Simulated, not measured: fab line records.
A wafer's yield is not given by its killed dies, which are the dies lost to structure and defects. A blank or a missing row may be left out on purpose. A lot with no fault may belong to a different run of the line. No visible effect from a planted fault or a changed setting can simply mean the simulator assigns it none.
What tool caused it? | flow gf180mcu | 13 lots, 39 wafers sampled, at 5 steps of a route of 602

== WHAT EACH GAUGE READ, for each wafer ==
GF_POLY_GATE_THK_MEAS_17. Usual: POLY_GATE_OXIDATION_THK gives 4.03 nm (standard deviation 0.083).
lot  | measured     | on            | POLY_GATE_OXIDATION_THK (nm) | flag
L960 | day 9 14:52  | film metro-02 | 4.14 4.13 4.11               |
L962 | day 10 10:41 | film metro-02 | 4.03 4.01 4.07               |
L963 | day 10 17:16 | film metro-03 | 4.04 4.12 4.08               |
L964 | day 10 22:55 | film metro-03 | 4.14 4.16 4.04               |
L965 | day 10 22:55 | film metro-02 | 4.11 4.09 3.99               |
L966 | day 11 06:17 | film metro-03 | 4.06 4.04 4.06               |
L967 | day 11 19:01 | film metro-01 | 4.19 4.13 4.05               |
L970 | day 12 16:16 | film metro-01 | 4.02 4.03 4.07               |
L972 | day 13 00:45 | film metro-02 | 3.91 3.94 3.97               |
L971 | day 13 05:35 | film metro-01 | 4.01 3.85 4.00               |
L974 | day 13 18:08 | film metro-01 | 3.90 3.85 3.85               |
L975 | day 14 03:07 | film metro-03 | 3.97 3.94 4.02               |
L976 | day 14 07:51 | film metro-01 | 3.98 3.80 3.94               |

GF_HV_LDD_OVL_MEAS_32. Usual: HV_LDD_02_OVL gives 0.1 nm (standard deviation 1.4).
lot  | measured     | on         | HV_LDD_02_OVL (nm) | flag
L960 | day 11 22:01 | overlay-01 | -0.8 0.9 -0.5      |
L962 | day 12 19:07 | overlay-02 | -2.0 -1.4 -2.1     |
L963 | day 13 02:00 | overlay-02 | 0.9 -0.6 -0.6      |
L964 | day 13 08:06 | overlay-02 | -0.4 -0.3 -0.4     |
L965 | day 13 07:40 | overlay-01 | 0.5 1.4 0.4        |
L966 | day 13 16:54 | overlay-02 | 0.5 1.1 0.0        |
L967 | day 14 06:00 | overlay-02 | -0.4 -0.1 -0.8     |
L970 | day 15 05:42 | overlay-01 | -1.3 0.3 -0.2      |
L972 | day 15 15:06 | overlay-01 | 1.8 -0.9 -2.0      |
L971 | day 15 21:40 | overlay-01 | -1.3 0.7 -0.1      |
L974 | day 16 10:19 | overlay-02 | 0.3 0.8 1.4        |
L975 | day 16 20:12 | overlay-01 | -1.6 -1.0 -2.3     |
L976 | day 17 01:04 | overlay-02 | 0.7 1.7 3.0        |

GF_NSD_CD_MEAS_07: the cd target is 400 nm. Usual: cd nm at 400.6 nm, with a standard deviation of 2.
lot  | measured     | on        | cd nm (nm)        | flag
L960 | day 13 17:39 | cd sem-02 | 403.2 403.6 405.4 |
L962 | day 14 14:58 | cd sem-01 | 400.2 402.5 401.2 |
L963 | day 14 22:29 | cd sem-01 | 400.3 401.2 397.4 |
L964 | day 15 06:32 | cd sem-01 | 401.1 398.4 399.7 |
L965 | day 15 05:55 | cd sem-01 | 402.0 402.3 402.5 |
L966 | day 15 14:17 | cd sem-02 | 402.2 400.7 400.6 |
L967 | day 16 04:50 | cd sem-01 | 401.6 402.0 399.9 |
L970 | day 17 06:02 | cd sem-01 | 400.9 399.4 400.0 |
L972 | day 17 15:00 | cd sem-02 | 400.6 397.8 400.9 |
L971 | day 18 05:39 | cd sem-02 | 400.4 402.3 399.8 |
L974 | day 18 12:18 | cd sem-01 | 396.9 395.1 396.6 |
L975 | day 18 23:54 | cd sem-01 | 401.2 400.5 399.9 |
L976 | day 19 03:16 | cd sem-01 | 399.0 399.7 396.4 |

== WHAT TOOL EACH LOT RAN ON (gives the tool, then ch and the chambers of the sampled wafers, and finally the start) ==
lot  | GF_HV_LDD_COAT_41                 | GF_HV_LDD_STRIP_49
L960 | litho track-02 ch 0, day 12 08:02 | plasma asher-03 ch 0,1, day 12 18:02
L962 | litho track-02 ch 0, day 13 04:59 | plasma asher-03 ch 0,1, day 13 15:13
L963 | litho track-01 ch 0, day 13 12:20 | plasma asher-01 ch 0,1, day 13 22:44
L964 | litho track-01 ch 0, day 13 18:02 | plasma asher-01 ch 0,1, day 14 05:24
L965 | litho track-01 ch 0, day 13 17:26 | plasma asher-03 ch 0,1, day 14 04:38
L966 | litho track-02 ch 0, day 14 03:37 | plasma asher-01 ch 0,1, day 14 13:59
L967 | litho track-01 ch 0, day 14 15:56 | plasma asher-02 ch 0,1, day 15 03:36
L970 | litho track-03 ch 0, day 15 16:23 | plasma asher-01 ch 0,1, day 16 04:05
L972 | litho track-02 ch 0, day 16 02:38 | plasma asher-02 ch 0,1, day 16 13:41
L971 | litho track-02 ch 0, day 16 14:35 | plasma asher-02 ch 0,1, day 17 02:47
L974 | litho track-02 ch 0, day 16 21:50 | plasma asher-03 ch 0,1, day 17 10:05
L975 | litho track-02 ch 0, day 17 08:13 | plasma asher-03 ch 0,1, day 17 20:20
L976 | litho track-02 ch 0, day 17 12:41 | plasma asher-01 ch 0,1, day 18 00:32
- GF_HV_LDD_COAT_41: resist thk 1000 nm.
- GF_HV_LDD_STRIP_49: strips in O2/N2.

== WHAT THE TOOLS THEMSELVES READ (means of the sampled wafers that have a number; where no wafer has one, the mark that the record gives instead) ==
GF_HV_LDD_COAT_41. Usual: spin speed rpm at 3000.2 rpm, with a standard deviation of 1.7.
lot  | tool           | spin speed rpm (rpm) | flag
L960 | litho track-02 | 3001.1               |
L962 | litho track-02 | 3000.4               |
L963 | litho track-01 | 2998.3               |
L964 | litho track-01 | 2999.3               |
L965 | litho track-01 | 2998.6               |
L966 | litho track-02 | 2998.5               |
L967 | litho track-01 | 3002.2               |
L970 | litho track-03 | 2999.8               |
L972 | litho track-02 | 3002.0               |
L971 | litho track-02 | 3001.0               |
L974 | litho track-02 | 2999.7               |
L975 | litho track-02 | 3306.1               | OFF
L976 | litho track-02 | 3305.3               | OFF

GF_HV_LDD_STRIP_49. Usual: drypump motor current A 5.88 A, standard deviation 0.2; heater power w 361 W, standard deviation 35; oes product au 0.716 a.u., standard deviation 0.0045; strip time to endpoint s 12.62 s, standard deviation 0.037.
lot  | tool            | drypump motor current A (A) | heater power w (W) | oes product au (a.u.) | strip time to endpoint s (s) | flag
L960 | plasma asher-03 | 6.10                        | 362                | 0.714                 | 12.60                        |
L962 | plasma asher-03 | 6.08                        | 365                | 0.714                 | 12.62                        |
L963 | plasma asher-01 | 5.68                        | 363                | 0.718                 | 12.59                        |
L964 | plasma asher-01 | 5.68                        | 357                | 0.714                 | 12.62                        |
L965 | plasma asher-03 | 6.04                        | 385                | 0.720                 | 12.61                        |
L966 | plasma asher-01 | 5.67                        | 367                | 0.718                 | 12.62                        |
L967 | plasma asher-02 | 5.72                        | 340                | 0.716                 | 12.60                        |
L970 | plasma asher-01 | 5.73                        | 338                | 0.716                 | 12.60                        |
L972 | plasma asher-02 | 5.81                        | 351                | 0.714                 | 12.64                        |
L971 | plasma asher-02 | 5.83                        | 353                | 0.717                 | 12.58                        |
L974 | plasma asher-03 | 6.00                        | 383                | 0.716                 | 12.65                        |
L975 | plasma asher-03 | 6.00                        | 390                | 0.716                 | 12.02                        | OFF
L976 | plasma asher-01 | 5.69                        | 361                | 0.719                 | 12.09                        | OFF

== THE ANSWER, worked out from the rows above alone ==
Rule: a lot is off if the mean of its wafers that have a number lies more than 3 standard deviations from the usual mean. Also off: a lot with no number at a reading for which 4 or more lots have one. Any other lot the step has rows for is counted as sound. The gauges are gone through in route order, then the tools' own readings, and for those a lot's mean is taken as printed above. At the first step where some lot is off, the reading lying furthest off is the one used; lots without a number count as furthest.
Off: L975, L976 (GF_HV_LDD_COAT_41, spin speed rpm).
If a tool, at that step or one of the process steps before it, ran each lot that is off and ran no sound lot following the first of them, it fits. One candidate fits, namely litho track-02 at GF_HV_LDD_COAT_41. A fault onset in the window from L974 (day 16 21:50, its last sound lot) to L975 (day 17 08:13, its first lot off) fits.
On the lots that are off, the tool's own readings at GF_HV_LDD_COAT_41 differ by more than 5 times the standard deviation of the sound lots' means, which bears it out; spin speed rpm reads 3305.7 rpm there versus 3000.1 rpm on the sound lots.

== WHAT THE SIMULATOR HAD PUT IN ==
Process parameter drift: litho track-02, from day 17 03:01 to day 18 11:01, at GF_HV_LDD_COAT_41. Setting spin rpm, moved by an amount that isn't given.
Shown lots that were struck: L975, L976. This agrees with what the rule above found.
